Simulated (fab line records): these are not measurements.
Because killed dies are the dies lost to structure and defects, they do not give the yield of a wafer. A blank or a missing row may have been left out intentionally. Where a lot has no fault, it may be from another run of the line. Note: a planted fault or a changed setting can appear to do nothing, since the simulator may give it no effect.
Which tool did it?	flow gf180mcu	Sampling: 24 lots, 72 wafers, 5 of 602 route steps

## WHAT EACH GAUGE READ, for each wafer
GF_V4_CD_MEAS_14: target cd 260 nm. Usual: cdNm reads 259.6 nm (standard deviation 1.5).
lot	measured	on	cdNm (nm)	flag
L074	day 24 09:11	cdSem-01	257.8 258.1 258.2	
L075	day 25 01:56	cdSem-01	256.6 258.5 257.1	
L076	day 25 03:41	cdSem-01	257.6 257.4 258.1	
L078	day 25 19:28	cdSem-02	259.8 258.7 258.4	
L077	day 25 22:52	cdSem-02	259.7 260.7 260.8	
L079	day 26 04:32	cdSem-02	260.2 259.5 258.3	
L080	day 26 17:02	cdSem-01	262.2 260.6 261.3	
L081	day 27 03:04	cdSem-01	261.5 261.6 261.1	
L083	day 27 10:25	cdSem-01	260.8 259.8 261.7	
L082	day 27 12:53	cdSem-01	257.5 259.3 258.3	
L084	day 27 21:25	cdSem-02	261.4 261.2 260.9	
L085	day 28 03:37	cdSem-02	259.9 260.7 260.8	
L086	day 28 07:01	cdSem-02	259.4 259.6 259.9	
L087	day 28 14:22	cdSem-02	259.4 258.6 258.9	
L088	day 28 19:46	cdSem-01	260.8 260.5 261.0	
L089	day 29 01:04	cdSem-01	259.9 259.3 260.4	
L090	day 29 05:25	cdSem-01	258.4 257.0 257.8	
L091	day 29 12:05	cdSem-02	260.5 259.5 262.2	
L092	day 30 00:06	cdSem-02	261.4 259.5 260.6	
L093	day 30 00:51	cdSem-01	259.8 259.3 260.1	
L094	day 30 09:46	cdSem-01	260.2 260.3 259.9	
L095	day 30 16:45	cdSem-02	259.0 259.1 258.7	
L096	day 30 22:22	cdSem-01	261.9 263.5 262.9	
L097	day 31 09:07	cdSem-02	257.1 256.9 259.7	

GF_M5_OVL_MEAS_08. Usual: M5_OVL 1 nm, standard deviation 5.1.
lot	measured	on	M5_OVL (nm)	flag
L074	day 26 06:38	overlay-02	9 10 -5	
L075	day 26 22:03	overlay-01	7 4 10	
L076	day 27 00:13	overlay-02	5 -3 0	
L078	day 27 15:20	overlay-01	3 -7 3	
L077	day 27 18:14	overlay-01	0 6 6	
L079	day 28 00:38	overlay-01	7 -1 3	
L080	day 28 11:38	overlay-01	-2 -2 -3	
L081	day 28 21:38	overlay-01	-4 -6 -5	
L083	day 29 03:59	overlay-02	0 1 -6	
L082	day 29 05:35	overlay-02	3 8 10	
L084	day 29 14:26	overlay-01	-3 0 3	
L085	day 29 19:59	overlay-01	-7 2 3	
L086	day 29 23:47	overlay-02	0 2 6	
L087	day 30 05:59	overlay-02	-2 0 5	
L088	day 30 12:14	overlay-02	5 0 1	
L089	day 30 17:02	overlay-02	-2 -2 -4	
L090	day 30 20:56	overlay-02	-3 -4 -3	
L091	day 31 03:11	overlay-01	12 6 7	
L092	day 31 14:48	overlay-01	-1 2 -8	
L093	day 31 16:00	overlay-01	4 2 -4	
L094	day 31 23:47	overlay-01	8 4 1	
L095	day 32 05:35	overlay-01	-3 8 5	
L096	day 32 10:46	overlay-01	5 0 -2	
L097	day 32 20:41	overlay-01	7 8 6	

GF_V5_THK_MEAS_25: measures by xrf. Usual: V5_W_THK 349 nm, standard deviation 4.9.
lot	measured	on	V5_W_THK (nm)	flag
L074	day 27 05:52	filmMetro-01	350 343 344	
L075	day 27 20:58	filmMetro-04	341 345 351	
L076	day 28 00:02	filmMetro-01	347 354 344	
L078	day 28 13:34	filmMetro-02	352 352 353	
L077	day 28 16:11	filmMetro-04	338 346 342	
L079	day 28 22:26	filmMetro-01	349 347 348	
L080	day 29 09:12	filmMetro-01	353 346 349	
L081	day 29 18:56	filmMetro-02	348 354 349	
L083	day 30 01:11	filmMetro-02	352 345 344	
L082	day 30 02:44	filmMetro-04	343 349 349	
L084	day 30 11:39	filmMetro-01	349 343 354	
L085	day 30 16:55	filmMetro-02	348 345 348	
L086	day 30 21:01	filmMetro-02	356 349 361	
L087	day 31 02:24	filmMetro-01	350 346 347	
L088	day 31 09:05	filmMetro-01	360 361 358	
L089	day 31 13:11	filmMetro-01	351 348 351	
L090	day 31 17:45	filmMetro-02	346 350 343	
L091	day 31 23:34	filmMetro-02	346 351 344	
L092	day 32 10:37	filmMetro-01	342 349 340	
L093	day 32 11:28	filmMetro-02	352 353 360	
L094	day 32 19:48	filmMetro-01	349 349 350	
L095	day 33 00:48	filmMetro-04	354 352 351	
L096	day 33 05:29	filmMetro-02	350 349 347	
L097	day 33 14:38	filmMetro-02	356 351 357	

## TOOL THAT RAN EACH LOT (tool first, then ch and the chambers of the sampled wafers, then the start)
lot	GF_M3_SPUTTER_04	GF_MIM_SPUTTER_07
L074	pvdSputter-02, day 20 09:38	pvdSputter-01, day 24 10:59
L075	pvdSputter-02, day 21 03:15	pvdSputter-04, day 25 03:43
L076	pvdSputter-02, day 21 04:53	pvdSputter-04, day 25 05:31
L078	pvdSputter-02, day 21 23:12	pvdSputter-02, day 25 21:19
L077	pvdSputter-01, day 22 01:16	pvdSputter-02, day 26 00:41
L079	pvdSputter-01, day 22 08:53	pvdSputter-04, day 26 06:38
L080	pvdSputter-04, day 22 22:19	pvdSputter-04, day 26 18:52
L081	pvdSputter-01, day 23 08:54	pvdSputter-02, day 27 04:54
L083	pvdSputter-01, day 23 16:28	pvdSputter-02, day 27 12:16
L082	pvdSputter-01, day 23 19:56	pvdSputter-02, day 27 14:44
L084	pvdSputter-01, day 24 05:13	pvdSputter-01, day 27 23:17
L085	pvdSputter-04, day 24 11:48	pvdSputter-02, day 28 05:32
L086	pvdSputter-01, day 24 14:25	pvdSputter-01, day 28 09:00
L087	pvdSputter-01, day 24 23:16	pvdSputter-01, day 28 16:11
L088	pvdSputter-04, day 25 04:58	pvdSputter-01, day 28 21:39
L089	pvdSputter-04, day 25 11:36	pvdSputter-01, day 29 02:54
L090	pvdSputter-01, day 25 15:55	pvdSputter-01, day 29 07:14
L091	pvdSputter-04, day 25 23:20	pvdSputter-02, day 29 13:55
L092	pvdSputter-02, day 26 11:44	pvdSputter-02, day 30 01:59
L093	pvdSputter-02, day 26 14:07	pvdSputter-02, day 30 02:38
L094	pvdSputter-02, day 26 23:37	pvdSputter-01, day 30 11:41
L095	pvdSputter-04, day 27 06:41	pvdSputter-01, day 30 18:58
L096	pvdSputter-04, day 27 12:50	pvdSputter-01, day 31 00:16
L097	pvdSputter-04, day 28 01:13	pvdSputter-02, day 31 11:05
- GF_M3_SPUTTER_04: material TiN, target thk 50 nm, time 41.7 s.
- GF_MIM_SPUTTER_07: material TiN, target thk 60 nm, time 50 s.

## WHAT THE TOOLS THEMSELVES READ (means of the sampled wafers that have a number; where no wafer has one, the mark that the record gives instead)
GF_M3_SPUTTER_04. Usual: throttleValvePct reads 29.9 % (standard deviation 1.2).
lot	tool	throttleValvePct (%)	flag
L074	pvdSputter-02	29.4	
L075	pvdSputter-02	28.7	
L076	pvdSputter-02	28.7	
L078	pvdSputter-02	29.5	
L077	pvdSputter-01	29.2	
L079	pvdSputter-01	30.3	
L080	pvdSputter-04	30.1	
L081	pvdSputter-01	29.8	
L083	pvdSputter-01	30.8	
L082	pvdSputter-01	29.7	
L084	pvdSputter-01	29.8	
L085	pvdSputter-04	30.5	
L086	pvdSputter-01	30.5	
L087	pvdSputter-01	30.4	
L088	pvdSputter-04	31.6	
L089	pvdSputter-04	29.7	
L090	pvdSputter-01	29.3	
L091	pvdSputter-04	31.1	
L092	pvdSputter-02	29.0	
L093	pvdSputter-02	29.8	
L094	pvdSputter-02	29.2	
L095	pvdSputter-04	30.3	
L096	pvdSputter-04	30.2	
L097	pvdSputter-04	30.0	

GF_MIM_SPUTTER_07. Usual: throttleValvePct reads 29.8 % (standard deviation 1.1).
lot	tool	throttleValvePct (%)	flag
L074	pvdSputter-01	29.8	
L075	pvdSputter-04	30.0	
L076	pvdSputter-04	30.5	
L078	pvdSputter-02	28.8	
L077	pvdSputter-02	29.5	
L079	pvdSputter-04	31.0	
L080	pvdSputter-04	30.3	
L081	pvdSputter-02	29.0	
L083	pvdSputter-02	29.7	
L082	pvdSputter-02	29.1	
L084	pvdSputter-01	29.8	
L085	pvdSputter-02	29.7	
L086	pvdSputter-01	29.3	
L087	pvdSputter-01	29.9	
L088	pvdSputter-01	29.2	
L089	pvdSputter-01	29.8	
L090	pvdSputter-01	31.3	
L091	pvdSputter-02	29.2	
L092	pvdSputter-02	29.5	
L093	pvdSputter-02	29.8	
L094	pvdSputter-01	29.9	
L095	pvdSputter-01	30.4	
L096	pvdSputter-01	29.1	
L097	pvdSputter-02	28.9	

## THE ANSWER, worked out from the rows above alone
Rule: a lot is off if the mean of its wafers that have a number lies more than 3 standard deviations from the usual mean. A lot without any number at a reading at which 4 lots or more have one is off too. Any other lot the step has rows for is counted as sound. After the gauges, taken in route order, come the tools' own readings; for these a lot's mean is taken, as printed above. The first step at which some lot is off is used, and at that step the reading that is off furthest; a lot without a number counts as furthest.
Nothing can be told from this: no lot is off at any reading shown.

## WHAT THE SIMULATOR HAD INSERTED
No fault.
